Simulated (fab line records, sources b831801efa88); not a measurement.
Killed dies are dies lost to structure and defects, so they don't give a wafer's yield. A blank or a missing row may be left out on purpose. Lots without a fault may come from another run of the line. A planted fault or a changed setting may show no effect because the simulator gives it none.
fab line records | flow sky130 | part 2 of 2: steps 26 to 35 of 35
record lots=5 wafers=15 last_day=50
route steps=708 shown LDD_P@258 LDD_HVN@267 LDD_HVP@278 LDD_LDN@289
lots that met no fault: from a run of the same line without faults
start_h: hours from the record's first day to the start of the lot's first wafer shown | wait_h: hours since the lot's step before | " the same as in the row above | L1.1+2: a row that stands for several wafers | - no value, or no start given | * or withheld: withheld | < > ~ a bound
route shown NAME@n: a module of which the file shows steps, and the number in the route of the first | usual: mean/standard deviation of fault-free wafers | same: alike in all rows | chamber/n: place in a boat | sites: the reading at each site | _std_site: their standard deviation | _edge_site: outer sites' mean less inner sites' | radius_mm: how far each site lies from the wafer's centre | mask NAME#n: copy n | behind: the tool/chamber that last shaped the wafer | hold: why the lot was held/for how many hours/how that ended | device: the transistor (n, p or np) that didn't switch | end of line: the same wafers' tests at the end of the route | a step without rows: its recipe alone | killed: dies lost to structure and defects at the first sort, not the wafer's yield | map: a wafer's dies, x killed, . not, _ none there
set.NAME: the setting as run; set.NAME@STEP: as run at that earlier step | model.NAME: the simulator's own value behind a step, which no gauge read
lots at some steps of the route; a table a step, a row a wafer
services: from which hour (start_h, from the record's first day; less than 0 if before it) a tool's chamber was out of use, for how many hours, and why
## steps
# step SKY_LDD_HVP_PEB_05
# recipe temp_c=withheld time_s=* resist=NOVOLAK
# usual chill_plate_temp_C=*
# columns lot.wafer tool chamber start_h wait_h chill_plate_temp_C
L077.1 litho_track-01 0 - - *
L077.4 " 0 " " *
L077.6 " 0 " " *
L083.1 litho_track-01 0 - - *
L083.3 " 0 " " *
L083.5 " 0 " " *
L087.1 litho_track-01 0 - - *
L087.2 " 0 " " *
L087.3 " 0 " " *
L093.1 litho_track-01 0 - - *
L093.2 " 0 " " *
L093.5 " 0 " " *
L095.2 litho_track-02 0 - - *
L095.3 " 0 " " *
L095.5 " 0 " " *
# step SKY_LDD_HVP_DEVELOP_06
# recipe resist=NOVOLAK developer=TMAH develop_time_s=60 dev_temp_c=23
# usual chill_plate_temp_C=23.02/0.11
# columns lot.wafer tool chamber start_h wait_h chill_plate_temp_C
L077.1 litho_track-01 0 524.10 0.1 23.12
L077.4 " 0 " " 23.06
L077.6 " 0 " " 23.15
L083.1 litho_track-01 0 577.15 0.1 23.10
L083.3 " 0 " " 23.22
L083.5 " 0 " " 23.05
L087.1 litho_track-01 0 613.50 0.1 23.17
L087.2 " 0 " " 23.17
L087.3 " 0 " " 23.13
L093.1 litho_track-01 0 658.30 0.1 23.10
L093.2 " 0 " " 22.98
L093.5 " 0 " " 23.03
L095.2 litho_track-02 0 679.81 0.1 22.99
L095.3 " 0 " " 23.03
L095.5 " 0 " " 23.16
# step SKY_LDD_HVP_OVL_MEAS_07
# usual LDD_HVP_OVL=0.7/1.4
# columns lot.wafer tool chamber start_h wait_h LDD_HVP_OVL[nm]
L077.1 overlay-01 - 524.25 0.1 4.3
L077.4 " - " " 0.8
L077.6 " - " " 3.2
L083.1 overlay-02 - 577.30 0.1 -1.7
L083.3 " - " " -1.9
L083.5 " - " " -2.9
L087.1 overlay-02 - 613.65 0.1 2.4
L087.2 " - " " 1.3
L087.3 " - " " 2.6
L093.1 overlay-01 - 658.45 0.1 3.7
L093.2 " - " " 0.0
L093.5 " - " " 0.7
L095.2 overlay-02 - 679.94 0.1 -0.8
L095.3 " - " " 0.1
L095.5 " - " " 0.3
# step SKY_LDD_HVP_IMPLANT_08
# recipe species=B energy_kev=20 dose_cm2=1.7e+13 tilt_deg=17.9
# columns lot.wafer tool chamber start_h wait_h
L077.1+4+6 implanter-01 0 524.29 0.0
L083.1+3+5 implanter-02 0 577.34 0.0
L087.1+2+3 implanter-04 0 613.69 0.0
L093.1+2+5 implanter-04 0 658.49 0.0
L095.2+3+5 implanter-04 0 680.00 0.0
# step SKY_LDD_HVP_STRIP_09
# recipe chemistry=O2/N2 power_w=1400 pressure_mtorr=1500 platen_temp_c=withheld o2_flow_sccm=3000 n2_flow_sccm=300 overash_fraction=0.5
# usual drypump_motor_current_A=5.9/0.31 oes_product_au=0.409/0.0044 strip_time_to_endpoint_s=4.139/0.01
# columns lot.wafer tool chamber start_h wait_h drypump_motor_current_A oes_product_au rf_hours_counter_h strip_time_to_endpoint_s
L077.1 plasma_asher-01 0 524.44 0.1 5.8 0.414 84 4.159
L077.4 " 0 " " 5.8 0.410 - 4.157
L077.6 " 0 " " 5.9 0.404 - 4.153
L083.1 plasma_asher-02 1 577.49 0.1 6.3 0.411 80 4.152
L083.3 " 0 " " 6.1 0.406 - 4.147
L083.5 " 0 " " 6.1 0.410 - 4.144
L087.1 plasma_asher-01 0 613.84 0.1 5.8 0.410 93 4.148
L087.2 " 1 " " 5.5 0.410 93 4.148
L087.3 " 0 " " 5.8 0.409 - 4.146
L093.1 plasma_asher-02 0 658.64 0.1 6.1 0.419 86 4.136
L093.2 " 1 " " 6.3 0.413 86 4.161
L093.5 " 0 " " 6.1 0.411 - 4.145
L095.2 plasma_asher-02 1 680.12 0.1 6.3 0.415 89 4.129
L095.3 " 0 " " 6.0 0.411 - 4.130
L095.5 " 1 " " 6.3 0.410 - 4.133
# step SKY_LDD_HVP_TW_MEAS_10
# usual LDD_HVP_TW=456/4.6
# columns lot.wafer tool chamber start_h wait_h LDD_HVP_TW
L077.1 film_metro-04 - 524.54 0.1 459
L077.4 " - " " 462
L077.6 " - " " 460
L083.1 film_metro-04 - 577.59 0.1 463
L083.3 " - " " 462
L083.5 " - " " 459
L087.1 film_metro-04 - 613.94 0.1 459
L087.2 " - " " 460
L087.3 " - " " 457
L093.1 film_metro-02 - 658.74 0.1 452
L093.2 " - " " 450
L093.5 " - " " 450
L095.2 film_metro-03 - 680.23 0.1 456
L095.3 " - " " 455
L095.5 " - " " 458
# step SKY_LDD_LDN_DEHYDRATE_00
# recipe temp_c=200 time_s=60
# usual chill_plate_temp_C=23.00/0.11
# columns lot.wafer tool chamber start_h wait_h chill_plate_temp_C
L077.1 litho_track-01 0 538.35 13.8 22.98
L077.4 " 0 " " 23.11
L077.6 " 0 " " 23.04
L083.1 litho_track-04 0 591.84 14.2 22.95
L083.3 " 0 " " 23.05
L083.5 " 0 " " 22.96
L087.1 litho_track-01 0 627.80 13.9 22.94
L087.2 " 0 " " 23.00
L087.3 " 0 " " 23.15
L093.1 litho_track-01 0 672.55 13.8 22.90
L093.2 " 0 " " 22.92
L093.5 " 0 " " 22.95
L095.2 litho_track-03 0 693.50 13.3 23.09
L095.3 " 0 " " 22.99
L095.5 " 0 " " 23.23
# step SKY_LDD_LDN_HMDS_01
# recipe prime_time_s=60 prime_temp_c=120
# usual chill_plate_temp_C=23.03/0.1 prime_temp_c=119.99/0.14
# columns lot.wafer tool chamber start_h wait_h chill_plate_temp_C prime_temp_c
L077.1 litho_track-01 0 538.50 0.1 23.16 119.82
L077.4 " 0 " " 23.14 119.76
L077.6 " 0 " " 22.99 119.87
L083.1 litho_track-04 0 591.99 0.1 23.02 119.97
L083.3 " 0 " " 22.89 119.83
L083.5 " 0 " " 22.89 120.08
L087.1 litho_track-01 0 627.95 0.1 22.93 120.12
L087.2 " 0 " " 23.09 120.05
L087.3 " 0 " " 23.06 120.16
L093.1 litho_track-01 0 672.70 0.1 23.22 119.90
L093.2 " 0 " " 22.95 119.87
L093.5 " 0 " " 23.05 119.98
L095.2 litho_track-03 0 693.65 0.1 22.98 120.04
L095.3 " 0 " " 22.96 119.85
L095.5 " 0 " " 23.10 119.95
# step SKY_LDD_LDN_COAT_02
# recipe resist=NOVOLAK spin_rpm=3000 resist_thk_nm=1140
# usual chill_plate_temp_C=23.02/0.097
# columns lot.wafer tool chamber start_h wait_h chill_plate_temp_C
L077.1 litho_track-01 0 538.65 0.1 22.98
L077.4 " 0 " " 22.90
L077.6 " 0 " " 23.03
L083.1 litho_track-04 0 592.14 0.1 22.96
L083.3 " 0 " " 22.84
L083.5 " 0 " " 22.94
L087.1 litho_track-01 0 628.10 0.1 22.97
L087.2 " 0 " " 23.12
L087.3 " 0 " " 22.89
L093.1 litho_track-01 0 672.85 0.1 23.14
L093.2 " 0 " " 23.02
L093.5 " 0 " " 23.01
L095.2 litho_track-03 0 693.80 0.1 23.00
L095.3 " 0 " " 22.89
L095.5 " 0 " " 22.96
# step SKY_LDD_LDN_SOFTBAKE_03
# recipe temp_c=90 time_s=60 resist=NOVOLAK
# usual chill_plate_temp_C=23.02/0.1
# columns lot.wafer tool chamber start_h wait_h chill_plate_temp_C
L077.1 litho_track-01 0 538.80 0.1 23.20
L077.4 " 0 " " 23.14
L077.6 " 0 " " 23.20
L083.1 litho_track-04 0 592.29 0.1 23.04
L083.3 " 0 " " 23.23
L083.5 " 0 " " 23.11
L087.1 litho_track-01 0 628.25 0.1 23.10
L087.2 " 0 " " 23.03
L087.3 " 0 " " 23.22
L093.1 litho_track-01 0 673.00 0.1 23.02
L093.2 " 0 " " 23.10
L093.5 " 0 " " 23.08
L095.2 litho_track-03 0 693.95 0.1 23.14
L095.3 " 0 " " 23.10
L095.5 " 0 " " 23.15
## services
# columns tool chamber start_h hours kind
iline_stepper-02 - 427.36 0.7 repair
implanter-03 - 459.59 5.9 repair
plasma_asher-04 - 471.61 11.1 repair
plasma_asher-01 - 473.88 1.2 repair
implanter-01 - 477.80 3.5 repair
implanter-04 - 486.94 24.7 repair
plasma_asher-01 - 491.65 4.8 repair
iline_stepper-01 - 519.49 1.7 pm
plasma_asher-03 - 522.08 15.6 pm
implanter-01 - 524.51 4.2 pm
plasma_asher-01 - 527.63 2.8 pm
litho_track-04 - 559.83 - consumable_replace:filter
plasma_asher-04 - 564.10 0.8 repair
plasma_asher-02 - 581.26 2.8 pm
litho_track-04 - 600.57 - consumable_replace:filter
implanter-04 - 608.93 2.4 repair
plasma_asher-02 - 619.50 15.6 pm
iline_stepper-02 - 620.95 0.7 repair
iline_stepper-02 - 625.35 1.7 pm
plasma_asher-03 - 643.88 1.2 repair
plasma_asher-01 - 661.18 11.0 repair
implanter-02 - 671.65 0.5 repair
plasma_asher-03 - 674.02 4.0 pm
iline_stepper-02 - 686.11 12.5 repair
